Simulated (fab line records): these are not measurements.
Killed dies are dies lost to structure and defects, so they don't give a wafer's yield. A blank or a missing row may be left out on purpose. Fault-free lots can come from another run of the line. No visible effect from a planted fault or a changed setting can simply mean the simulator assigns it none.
fab line records	flow sky130
record lots=24	wafers=72	last_day=50
route steps=708 shown VT_ADJUST_NCORE@129 CONTACT@429 METAL1@449 VIA1@461
lots that met no fault: from a run of the same line without faults
start_h: the number of hours between the record's first day and the start of the first shown wafer of the lot	wait_h: how many hours have passed since the lot's step before this one	" same as the row above	L1.1+2: a row that stands for several wafers	- value missing, or start not given	* or withheld: withheld	< > ~ a bound
route shown NAME@n: a module of which the file shows steps, and the number in the route of the first	usual: mean and standard deviation over wafers with no fault	same: alike in all rows	chamber/n: place in a boat	sites: each site's reading	_std_site: their standard deviation	_edge_site: outer sites' mean less inner sites'	radius_mm: how far each site lies from the wafer's centre	mask NAME#n: copy n	behind: tool/chamber where the wafer was last shaped	hold: what put the lot on hold/how long, in hours/how the hold closed	device: names the non-switching transistor (n, p or np)	end of line: the tests these same wafers got at the end of their route	step lacking rows: just its recipe	killed: dies that structure and defects cost at the first sort, which is not the same as the wafer's yield	map: per-die view of a wafer (x killed, . not killed, _ where there is no die)
set.NAME: the run value of the setting; set.NAME@STEP: its run value at that earlier step	model.NAME: the simulator's own value behind a step, which no gauge read
a sample of lots followed through the steps of the route, with each step as a table and each wafer as a row
services: from which hour (start_h, from the record's first day; less than 0 if before it) a tool's chamber was out of use, for how many hours, and why
## steps
# step SKY_VT_ADJUST_NCORE_STRIP_10
# recipe chemistry=O2/N2	power_w=1400	pressure_mtorr=1500	platen_temp_c=withheld	o2_flow_sccm=3000	n2_flow_sccm=300	overash_fraction=0.5
# usual drypump_motor_current_A=5.81/0.26	oes_product_au=0.715/0.0046	strip_time_to_endpoint_s=14.177/0.03
lot.wafer	tool	chamber	start_h	wait_h	drypump_motor_current_A	oes_product_au	rf_hours_counter_h	strip_time_to_endpoint_s
L074.1	plasma_asher-03	1	180.79	0.1	5.71	0.718	50	14.136
L074.2	"	0	"	"	6.07	0.709	50	14.171
L074.5	"	1	"	"	5.71	0.716	-	14.190
L075.1	plasma_asher-02	1	188.71	0.1	5.46	0.718	37	14.176
L075.3	"	1	"	"	5.47	0.713	-	14.176
L075.6	"	1	"	"	5.47	0.710	-	14.153
L076.1	plasma_asher-02	0	194.36	0.1	6.09	0.717	37	14.174
L076.3	"	1	"	"	5.45	0.719	-	14.197
L076.4	"	0	"	"	6.12	0.721	-	14.141
L077.2	plasma_asher-03	0	200.89	0.1	6.07	0.705	52	14.189
L077.5	"	1	"	"	5.68	0.721	-	14.225
L077.6	"	0	"	"	6.05	0.717	-	14.184
L078.2	plasma_asher-04	1	213.23	0.1	5.96	0.708	52	14.208
L078.3	"	1	"	"	5.96	0.706	-	14.175
L078.4	"	0	"	"	5.53	0.717	-	14.173
L079.1	plasma_asher-02	1	215.54	0.1	5.47	0.712	39	14.148
L079.2	"	0	"	"	6.12	0.716	39	14.196
L079.4	"	0	"	"	6.13	0.713	-	14.208
L080.3	plasma_asher-02	1	222.02	0.1	5.48	0.713	-	14.198
L080.4	"	0	"	"	6.12	0.708	-	14.172
L080.5	"	1	"	"	5.47	0.709	-	14.169
L081.2	plasma_asher-04	1	231.96	0.1	5.97	0.715	54	14.102
L081.3	"	1	"	"	5.95	0.699	-	14.196
L081.6	"	1	"	"	5.95	0.712	-	14.195
L082.2	plasma_asher-04	1	239.11	0.1	5.93	0.712	55	14.139
L082.5	"	1	"	"	5.95	0.717	-	14.151
L082.6	"	0	"	"	5.52	0.724	-	14.106
L083.3	plasma_asher-03	0	250.00	0.1	6.06	0.725	-	14.156
L083.4	"	1	"	"	5.69	0.713	-	14.151
L083.6	"	0	"	"	6.04	0.718	-	14.143
L084.1	plasma_asher-04	0	252.06	0.1	5.55	0.718	56	14.216
L084.3	"	1	"	"	5.95	0.717	-	14.201
L084.5	"	1	"	"	5.93	0.712	-	14.159
L085.1	plasma_asher-02	0	261.26	0.1	6.11	0.712	44	14.144
L085.3	"	0	"	"	6.11	0.716	-	14.183
L085.6	"	1	"	"	5.48	0.720	-	14.199
L086.1	plasma_asher-02	1	264.11	0.1	5.46	0.722	45	14.105
L086.2	"	0	"	"	6.12	0.714	45	14.137
L086.6	"	1	"	"	5.48	0.719	-	14.146
L087.1	plasma_asher-04	0	270.43	0.1	5.48	0.714	58	14.178
L087.2	"	1	"	"	5.94	0.721	58	14.169
L087.4	"	1	"	"	5.97	0.721	-	14.162
L088.4	plasma_asher-03	0	281.92	0.1	6.08	0.720	-	14.175
L088.5	"	0	"	"	6.07	0.712	-	14.133
L088.6	"	1	"	"	5.68	0.721	-	14.198
L089.1	plasma_asher-02	0	292.76	0.1	6.11	0.719	47	14.179
L089.3	"	0	"	"	6.12	0.717	-	14.170
L089.6	"	1	"	"	5.49	0.714	-	14.188
L090.3	plasma_asher-03	0	293.87	0.1	6.06	0.716	-	14.185
L090.4	"	1	"	"	5.70	0.710	-	14.183
L090.5	"	1	"	"	5.71	0.717	-	14.196
L091.3	plasma_asher-03	1	316.59	0.1	5.67	0.721	-	14.176
L091.4	"	0	"	"	6.08	0.710	-	14.194
L091.5	"	0	"	"	6.07	0.720	-	14.194
L092.1	plasma_asher-03	1	317.21	0.1	5.71	0.708	62	14.128
L092.4	"	1	"	"	5.69	0.717	-	14.152
L092.6	"	0	"	"	6.08	0.713	-	14.133
L093.1	plasma_asher-03	0	320.13	0.1	6.06	0.716	62	14.209
L093.3	"	1	"	"	5.68	0.708	-	14.161
L093.6	"	1	"	"	5.70	0.710	-	14.205
L094.2	plasma_asher-04	0	348.18	0.1	5.53	0.712	65	14.166
L094.3	"	0	"	"	5.50	0.722	-	14.177
L094.5	"	0	"	"	5.50	0.717	-	14.202
L095.2	plasma_asher-04	1	360.81	0.1	5.98	0.719	66	14.176
L095.4	"	0	"	"	5.50	0.713	-	14.228
L095.6	"	0	"	"	5.49	0.714	-	14.182
L097.2	plasma_asher-02	1	361.18	0.1	5.46	0.714	54	14.142
L097.3	"	0	"	"	6.13	0.718	-	14.139
L097.5	"	1	"	"	5.46	0.718	-	14.135
L096.1	plasma_asher-03	1	361.36	0.1	5.68	0.713	66	14.173
L096.2	"	0	"	"	6.06	0.711	66	14.210
L096.6	"	0	"	"	6.08	0.718	-	14.174
# step SKY_CONTACT_SPUTTER_23
# recipe material=TiN	target_thk_nm=20	chamber_pressure_pa=5	power_w=4000	time_s=80
# usual throttle_valve_pct=29.7/0.85
lot.wafer	tool	chamber	start_h	wait_h	throttle_valve_pct
L074.1	pvd_sputter-02	-	729.33	0.0	29.7
L074.2	"	-	"	"	30.3
L074.5	"	-	"	"	30.2
L075.1	pvd_sputter-04	-	747.54	0.0	29.5
L075.3	"	-	"	"	29.5
L075.6	"	-	"	"	29.3
L076.1	pvd_sputter-04	-	752.24	0.0	31.4
L076.3	"	-	"	"	29.6
L076.4	"	-	"	"	29.3
L077.2	pvd_sputter-04	-	756.49	0.0	28.6
L077.5	"	-	"	"	29.5
L077.6	"	-	"	"	29.4
L078.2	pvd_sputter-03	-	765.72	0.0	30.7
L078.3	"	-	"	"	29.4
L078.4	"	-	"	"	29.1
L079.1	pvd_sputter-02	-	777.48	0.0	30.5
L079.2	"	-	"	"	30.3
L079.4	"	-	"	"	29.1
L080.3	pvd_sputter-03	-	782.13	0.0	29.0
L080.4	"	-	"	"	31.0
L080.5	"	-	"	"	29.2
L081.2	pvd_sputter-02	-	797.47	0.0	30.4
L081.3	"	-	"	"	29.2
L081.6	"	-	"	"	29.5
L082.2	pvd_sputter-02	-	803.12	0.0	29.2
L082.5	"	-	"	"	30.6
L082.6	"	-	"	"	30.7
L083.3	pvd_sputter-04	-	814.78	0.0	29.3
L083.4	"	-	"	"	31.5
L083.6	"	-	"	"	29.4
L084.1	pvd_sputter-03	-	814.90	0.0	29.0
L084.3	"	-	"	"	28.8
L084.5	"	-	"	"	29.5
L086.1	pvd_sputter-04	-	826.65	0.0	28.6
L086.2	"	-	"	"	29.4
L086.6	"	-	"	"	29.5
L085.1	pvd_sputter-04	-	828.44	0.0	28.7
L085.3	"	-	"	"	29.2
L085.6	"	-	"	"	29.5
L087.1	pvd_sputter-03	-	839.65	0.0	31.0
L087.2	"	-	"	"	29.2
L087.4	"	-	"	"	28.8
L088.4	pvd_sputter-04	-	846.08	0.0	31.3
L088.5	"	-	"	"	28.8
L088.6	"	-	"	"	29.4
L089.1	pvd_sputter-02	-	859.55	0.0	30.4
L089.3	"	-	"	"	29.2
L089.6	"	-	"	"	30.4
L090.3	pvd_sputter-04	-	860.68	0.0	29.6
L090.4	"	-	"	"	28.9
L090.5	"	-	"	"	29.7
L091.3	pvd_sputter-03	-	876.73	0.0	29.3
L091.4	"	-	"	"	29.1
L091.5	"	-	"	"	29.1
L092.1	pvd_sputter-03	-	877.64	0.0	28.9
L092.4	"	-	"	"	29.3
L092.6	"	-	"	"	28.8
L093.1	pvd_sputter-04	-	879.74	0.0	29.1
L093.3	"	-	"	"	31.4
L093.6	"	-	"	"	29.3
L094.2	pvd_sputter-03	-	909.13	0.0	29.5
L094.3	"	-	"	"	31.1
L094.5	"	-	"	"	29.0
L097.2	pvd_sputter-04	-	920.22	0.0	28.7
L097.3	"	-	"	"	31.2
L097.5	"	-	"	"	29.3
L096.1	pvd_sputter-04	-	922.73	0.0	29.5
L096.2	"	-	"	"	31.8
L096.6	"	-	"	"	31.2
L095.2	pvd_sputter-02	-	926.17	0.0	29.3
L095.4	"	-	"	"	30.2
L095.6	"	-	"	"	29.3
# step SKY_CONTACT_RS_MEAS_25
# recipe thk_meas_gauge=four-point-probe	reads=W_of_CONTACT_CVD_24+TiN_of_CONTACT_SPUTTER_23
# usual CONTACT_W_RS=0.337/0.0037
lot.wafer	tool	chamber	start_h	wait_h	CONTACT_W_RS[ohm/sq]
L074.1	film_metro-03	-	729.50	0.1	0.339
L074.2	"	-	"	"	0.333
L074.5	"	-	"	"	0.339
L075.1	film_metro-02	-	747.71	0.1	0.333
L075.3	"	-	"	"	0.337
L075.6	"	-	"	"	0.342
L076.1	film_metro-04	-	752.41	0.1	0.339
L076.3	"	-	"	"	0.330
L076.4	"	-	"	"	0.331
L077.2	film_metro-02	-	756.68	0.1	0.332
L077.5	"	-	"	"	0.338
L077.6	"	-	"	"	0.338
L078.2	film_metro-04	-	765.91	0.1	0.332
L078.3	"	-	"	"	0.334
L078.4	"	-	"	"	0.331
L079.1	film_metro-02	-	777.65	0.1	0.331
L079.2	"	-	"	"	0.333
L079.4	"	-	"	"	0.331
L080.3	film_metro-03	-	782.34	0.1	0.336
L080.4	"	-	"	"	0.336
L080.5	"	-	"	"	0.333
L081.2	film_metro-03	-	797.66	0.1	0.348
L081.3	"	-	"	"	0.340
L081.6	"	-	"	"	0.343
L082.2	film_metro-04	-	803.32	0.1	0.334
L082.5	"	-	"	"	0.334
L082.6	"	-	"	"	0.339
L083.3	film_metro-03	-	814.99	0.1	0.338
L083.4	"	-	"	"	0.330
L083.6	"	-	"	"	0.335
L084.1	film_metro-02	-	815.07	0.1	0.337
L084.3	"	-	"	"	0.340
L084.5	"	-	"	"	0.335
L086.1	film_metro-03	-	826.82	0.1	0.340
L086.2	"	-	"	"	0.344
L086.6	"	-	"	"	0.344
L085.1	film_metro-03	-	828.61	0.1	0.340
L085.3	"	-	"	"	0.336
L085.6	"	-	"	"	0.335
L087.1	film_metro-02	-	839.82	0.1	0.338
L087.2	"	-	"	"	0.348
L087.4	"	-	"	"	0.337
L088.4	film_metro-02	-	846.31	0.1	0.342
L088.5	"	-	"	"	0.342
L088.6	"	-	"	"	0.338
L089.1	film_metro-02	-	859.72	0.1	0.340
L089.3	"	-	"	"	0.335
L089.6	"	-	"	"	0.341
L090.3	film_metro-03	-	860.89	0.1	0.336
L090.4	"	-	"	"	0.336
L090.5	"	-	"	"	0.338
L091.3	film_metro-02	-	876.94	0.1	0.342
L091.4	"	-	"	"	0.334
L091.5	"	-	"	"	0.340
L092.1	film_metro-02	-	877.81	0.1	0.333
L092.4	"	-	"	"	0.337
L092.6	"	-	"	"	0.333
L093.1	film_metro-04	-	879.91	0.1	0.333
L093.3	"	-	"	"	0.342
L093.6	"	-	"	"	0.334
L094.2	film_metro-02	-	909.32	0.1	0.335
L094.3	"	-	"	"	0.333
L094.5	"	-	"	"	0.336
L097.2	film_metro-03	-	920.41	0.1	0.337
L097.3	"	-	"	"	0.334
L097.5	"	-	"	"	0.329
L096.1	film_metro-03	-	922.90	0.1	0.337
L096.2	"	-	"	"	0.337
L096.6	"	-	"	"	0.333
L095.2	film_metro-02	-	926.36	0.1	0.341
L095.4	"	-	"	"	0.337
L095.6	"	-	"	"	0.340
# step SKY_METAL1_CD_MEAS_15
# recipe target_cd_nm=140
# usual cd_nm=140.0/1.4
lot.wafer	tool	chamber	start_h	wait_h	cd_nm
L074.1	cd_sem-02	-	757.13	-	139.5
L074.2	"	-	"	"	138.6
L074.5	"	-	"	"	140.4
L075.1	cd_sem-01	-	775.55	-	140.5
L075.3	"	-	"	"	138.5
L075.6	"	-	"	"	138.7
L076.1	cd_sem-01	-	779.41	-	139.4
L076.3	"	-	"	"	139.4
L076.4	"	-	"	"	138.8
L077.2	cd_sem-02	-	784.43	-	139.2
L077.5	"	-	"	"	139.7
L077.6	"	-	"	"	140.2
L078.2	cd_sem-02	-	792.52	-	140.2
L078.3	"	-	"	"	141.2
L078.4	"	-	"	"	140.7
L079.1	cd_sem-01	-	805.03	-	138.9
L079.2	"	-	"	"	140.3
L079.4	"	-	"	"	138.5
L080.3	cd_sem-01	-	809.62	-	138.6
L080.4	"	-	"	"	138.8
L080.5	"	-	"	"	138.7
L081.2	cd_sem-02	-	825.22	-	138.6
L081.3	"	-	"	"	138.5
L081.6	"	-	"	"	138.2
L082.2	cd_sem-02	-	830.40	-	140.2
L082.5	"	-	"	"	139.7
L082.6	"	-	"	"	139.4
L083.3	cd_sem-02	-	842.10	-	140.7
L083.4	"	-	"	"	140.4
L083.6	"	-	"	"	141.2
L084.1	cd_sem-01	-	842.42	-	138.7
L084.3	"	-	"	"	138.4
L084.5	"	-	"	"	139.8
L086.1	cd_sem-02	-	853.65	-	140.0
L086.2	"	-	"	"	141.5
L086.6	"	-	"	"	138.6
L085.1	cd_sem-01	-	854.98	-	137.6
L085.3	"	-	"	"	137.4
L085.6	"	-	"	"	139.3
L087.1	cd_sem-01	-	865.86	-	138.7
L087.2	"	-	"	"	138.1
L087.4	"	-	"	"	136.6
L088.4	cd_sem-02	-	871.92	-	142.0
L088.5	"	-	"	"	142.3
L088.6	"	-	"	"	141.2
L089.1	cd_sem-01	-	886.36	-	141.2
L089.3	"	-	"	"	140.5
L089.6	"	-	"	"	141.8
L090.3	cd_sem-02	-	888.30	-	139.6
L090.4	"	-	"	"	139.5
L090.5	"	-	"	"	139.1
L091.3	cd_sem-02	-	902.75	-	142.7
L091.4	"	-	"	"	141.0
L091.5	"	-	"	"	140.5
L092.1	cd_sem-01	-	903.80	-	141.2
L092.4	"	-	"	"	140.8
L092.6	"	-	"	"	141.6
L093.1	cd_sem-02	-	905.95	-	141.2
L093.3	"	-	"	"	142.5
L093.6	"	-	"	"	141.2
L094.2	cd_sem-02	-	935.35	-	139.6
L094.3	"	-	"	"	137.7
L094.5	"	-	"	"	139.6
L097.2	cd_sem-01	-	946.30	-	140.1
L097.3	"	-	"	"	140.3
L097.5	"	-	"	"	138.9
L096.1	cd_sem-01	-	948.56	-	141.1
L096.2	"	-	"	"	142.3
L096.6	"	-	"	"	141.8
L095.2	cd_sem-02	-	951.78	-	139.3
L095.4	"	-	"	"	139.4
L095.6	"	-	"	"	138.9
# step SKY_VIA1_BOW_MEAS_03
# recipe mode=bow
# usual VIA1_BOW=81/7.5
lot.wafer	tool	chamber	start_h	wait_h	VIA1_BOW[um]
L074.1	film_metro-02	-	758.75	0.2	87
L074.2	"	-	"	"	80
L074.5	"	-	"	"	81
L075.1	film_metro-04	-	776.97	0.1	77
L075.3	"	-	"	"	87
L075.6	"	-	"	"	87
L076.1	film_metro-04	-	780.86	0.2	79
L076.3	"	-	"	"	90
L076.4	"	-	"	"	80
L077.2	film_metro-04	-	785.90	0.1	83
L077.5	"	-	"	"	69
L077.6	"	-	"	"	68
L078.2	film_metro-01	-	794.48	0.3	74
L078.3	"	-	"	"	86
L078.4	"	-	"	"	93
L079.1	film_metro-02	-	806.44	0.1	70
L079.2	"	-	"	"	81
L079.4	"	-	"	"	70
L080.3	film_metro-01	-	811.04	0.1	90
L080.4	"	-	"	"	87
L080.5	"	-	"	"	84
L081.2	film_metro-01	-	826.63	0.3	79
L081.3	"	-	"	"	88
L081.6	"	-	"	"	98
L082.2	film_metro-04	-	831.82	0.3	86
L082.5	"	-	"	"	77
L082.6	"	-	"	"	71
L083.3	film_metro-02	-	843.55	0.2	85
L083.4	"	-	"	"	81
L083.6	"	-	"	"	72
L084.1	film_metro-02	-	843.84	0.2	95
L084.3	"	-	"	"	96
L084.5	"	-	"	"	69
L086.1	film_metro-01	-	855.09	0.1	79
L086.2	"	-	"	"	85
L086.6	"	-	"	"	74
L085.1	film_metro-02	-	856.42	0.2	81
L085.3	"	-	"	"	67
L085.6	"	-	"	"	78
L087.1	film_metro-02	-	867.29	0.2	76
L087.2	"	-	"	"	87
L087.4	"	-	"	"	85
L088.4	film_metro-04	-	873.41	0.2	83
L088.5	"	-	"	"	70
L088.6	"	-	"	"	72
L089.1	film_metro-04	-	887.76	0.2	75
L089.3	"	-	"	"	88
L089.6	"	-	"	"	87
L090.3	film_metro-04	-	889.82	0.2	81
L090.4	"	-	"	"	77
L090.5	"	-	"	"	92
L091.3	film_metro-04	-	904.19	0.2	81
L091.4	"	-	"	"	74
L091.5	"	-	"	"	89
L092.1	film_metro-02	-	905.31	0.2	75
L092.4	"	-	"	"	79
L092.6	"	-	"	"	84
L093.1	film_metro-04	-	907.40	0.3	89
L093.3	"	-	"	"	78
L093.6	"	-	"	"	88
L094.2	film_metro-04	-	936.78	0.2	68
L094.3	"	-	"	"	91
L094.5	"	-	"	"	94
L097.2	film_metro-04	-	948.02	0.1	76
L097.3	"	-	"	"	85
L097.5	"	-	"	"	87
L096.1	film_metro-04	-	949.97	0.1	87
L096.2	"	-	"	"	81
L096.6	"	-	"	"	82
L095.2	film_metro-02	-	953.19	0.2	76
L095.4	"	-	"	"	84
L095.6	"	-	"	"	71
# step SKY_VIA1_RS_MEAS_22
# recipe thk_meas_gauge=four-point-probe	reads=W_of_VIA1_CVD_21+TiN_of_VIA1_SPUTTER_20
# usual VIA1_W_RS=0.427/0.0044
lot.wafer	tool	chamber	start_h	wait_h	VIA1_W_RS[ohm/sq]
L074.1	film_metro-04	-	787.36	0.1	0.420
L074.2	"	-	"	"	0.429
L074.5	"	-	"	"	0.414
L075.1	film_metro-01	-	804.65	0.1	0.429
L075.3	"	-	"	"	0.425
L075.6	"	-	"	"	0.425
L076.1	film_metro-01	-	807.92	0.1	0.418
L076.3	"	-	"	"	0.422
L076.4	"	-	"	"	0.420
L077.2	film_metro-02	-	813.32	0.1	0.423
L077.5	"	-	"	"	0.425
L077.6	"	-	"	"	0.428
L078.2	film_metro-02	-	821.54	0.1	0.427
L078.3	"	-	"	"	0.426
L078.4	"	-	"	"	0.427
L079.1	film_metro-01	-	833.41	0.1	0.425
L079.2	"	-	"	"	0.433
L079.4	"	-	"	"	0.431
L080.3	film_metro-01	-	837.89	0.1	0.428
L080.4	"	-	"	"	0.429
L080.5	"	-	"	"	0.425
L081.2	film_metro-02	-	853.06	0.1	0.434
L081.3	"	-	"	"	0.422
L081.6	"	-	"	"	0.422
L082.2	film_metro-04	-	859.14	0.1	0.423
L082.5	"	-	"	"	0.429
L082.6	"	-	"	"	0.419
L083.3	film_metro-02	-	870.04	0.1	0.420
L083.4	"	-	"	"	0.424
L083.6	"	-	"	"	0.427
L084.1	film_metro-01	-	871.02	0.1	0.426
L084.3	"	-	"	"	0.436
L084.5	"	-	"	"	0.440
L086.1	film_metro-01	-	882.09	0.1	0.423
L086.2	"	-	"	"	0.426
L086.6	"	-	"	"	0.426
L085.1	film_metro-02	-	883.30	0.1	0.430
L085.3	"	-	"	"	0.424
L085.6	"	-	"	"	0.422
L087.1	film_metro-04	-	893.53	0.1	0.426
L087.2	"	-	"	"	0.432
L087.4	"	-	"	"	0.430
L088.4	film_metro-02	-	899.99	0.1	0.425
L088.5	"	-	"	"	0.427
L088.6	"	-	"	"	0.426
L089.1	film_metro-02	-	914.81	0.2	0.422
L089.3	"	-	"	"	0.426
L089.6	"	-	"	"	0.425
L090.3	film_metro-01	-	915.96	0.1	0.434
L090.4	"	-	"	"	0.433
L090.5	"	-	"	"	0.427
L091.3	film_metro-02	-	930.54	0.1	0.428
L091.4	"	-	"	"	0.433
L091.5	"	-	"	"	0.432
L092.1	film_metro-01	-	932.19	0.2	0.426
L092.4	"	-	"	"	0.428
L092.6	"	-	"	"	0.430
L093.1	film_metro-04	-	933.40	0.1	0.433
L093.3	"	-	"	"	0.430
L093.6	"	-	"	"	0.434
L094.2	film_metro-04	-	961.81	0.1	0.426
L094.3	"	-	"	"	0.427
L094.5	"	-	"	"	0.427
L097.2	film_metro-01	-	972.77	0.1	0.427
L097.3	"	-	"	"	0.430
L097.5	"	-	"	"	0.422
L096.1	film_metro-04	-	975.39	0.1	0.418
L096.2	"	-	"	"	0.424
L096.6	"	-	"	"	0.429
L095.2	film_metro-02	-	978.98	0.1	0.428
L095.4	"	-	"	"	0.428
L095.6	"	-	"	"	0.425
## services
tool	chamber	start_h	hours	kind
pvd_sputter-04	-	161.42	3.0	repair
plasma_asher-03	-	213.85	14.6	pm
pvd_sputter-03	-	223.77	1.5	repair
plasma_asher-04	-	224.50	2.5	repair
pvd_sputter-03	-	228.75	7.4	repair
plasma_asher-04	-	271.55	1.2	repair
pvd_sputter-03	-	296.27	3.4	repair
plasma_asher-04	-	303.58	0.5	repair
pvd_sputter-04	-	309.40	9.8	repair
plasma_asher-03	-	344.54	0.8	repair
pvd_sputter-03	-	358.15	4.4	repair
plasma_asher-04	-	411.43	14.6	pm
plasma_asher-03	-	421.25	9.0	pm
pvd_sputter-04	-	423.39	5.1	repair
plasma_asher-02	-	441.23	12.9	repair
pvd_sputter-04	-	459.50	3.7	repair
pvd_sputter-03	-	461.11	5.8	repair
plasma_asher-02	-	492.32	2.8	pm
pvd_sputter-04	-	540.12	3.3	repair
plasma_asher-02	-	646.47	9.9	repair
plasma_asher-02	-	661.93	15.6	pm
plasma_asher-03	-	715.15	0.7	repair
pvd_sputter-04	-	718.85	6.4	repair
plasma_asher-03	-	878.80	18.6	repair
## key
fault none
